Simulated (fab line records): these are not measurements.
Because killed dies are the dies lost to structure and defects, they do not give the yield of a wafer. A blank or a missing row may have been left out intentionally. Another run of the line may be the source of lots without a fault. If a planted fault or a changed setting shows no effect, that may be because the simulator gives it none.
Problem report in the 8D (eight disciplines) form, filled by code ; flow sky130 ; the parts of the form that need people (team, actions taken, sign-off) are left out

== 1. PROBLEM STATEMENT ==
At SKY_LI_CONTACT_SPUTTER_20, cathode_dc_power_W averages 3898.0 W over 6 wafers from 2 lots, while fault-free wafers read 3999.9 W, standard deviation 0.75. That is -99 or more standard deviations from the usual mean.
The step: material TiN, target thk 20 nm, time 80 s.
The first sign was on wafer L367.1 at day 33 04:34, on pvd_sputter-01. The record has a number at this step for 42 wafers belonging to 14 lots. The rule behind "out" and "out of limits": a value lying over 4 standard deviations away from the usual mean. The other wafers with a number count as sound.

== 2. WHAT IT IS AND WHAT IT IS NOT ==
question;is;is not
which readings at this step;cathode_dc_power_W;-
which lots;L366, L367;L355, L356, L357, L359, L360, L362, L371, L373, L374, L375, L376, L377
which wafers of those lots;all that have a number;-
read on which tools;pvd_sputter-01;pvd_sputter-03, pvd_sputter-04
when;from day 33 04:34;"up to then (18 sound wafers); but 18 sound wafers of L371, L373, L374, L375, L376, L377 came after"

== 3. WHAT RULES OUT EACH SUSPECT ==
Counting: a tool at any process step up to the reading remains a suspect when it ran all the lots that are out and ran no sound lot after the first of those.
- pvd_sputter-01 at SKY_LI_CONTACT_SPUTTER_20 (material TiN, target thk 20 nm, time 80 s): ruled out as a lasting fault. The sound lots L373, L375, L377 went through it after L367, its earliest lot that is out (day 33 04:34).
Left after counting: nothing in the record.

== 4. THE CAUSE (what the simulator had put in) ==
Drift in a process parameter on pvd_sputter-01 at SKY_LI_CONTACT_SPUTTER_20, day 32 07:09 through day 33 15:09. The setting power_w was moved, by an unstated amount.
Counting ruled it out, wrongly.

== 5. THE CHAIN OF EFFECTS, in route order ==
Rows list readings where the struck wafers' mean (over those with a number) sits beyond 3 standard deviations from the usual. Only readings whose record carries a usual standard deviation are examined. hours: median over the lots of the time between each lot's start at the first step of this table that gives one and its start at this step. sigmas: the change, counted in usual standard deviations.
hours;step;reading;usual;on struck wafers;change;sigmas
0;SKY_LI_CONTACT_SPUTTER_20;cathode_dc_power_W;3999.9 W;3898.0;-101.9;-99 or more
The process steps in it:
- SKY_LI_CONTACT_SPUTTER_20: material TiN, target thk 20 nm, time 80 s.
Later measuring or inspecting steps at which every struck wafer that the step has a row for has a number for every such reading, and none has moved that far: SKY_LI_CONTACT_THK_MEAS_23.

== 6. HOW IT WOULD HAVE BEEN CAUGHT EARLIER ==
21 hours passed between the start of the fault at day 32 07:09 and the first reading out of limits in this record, taken at day 33 04:34.
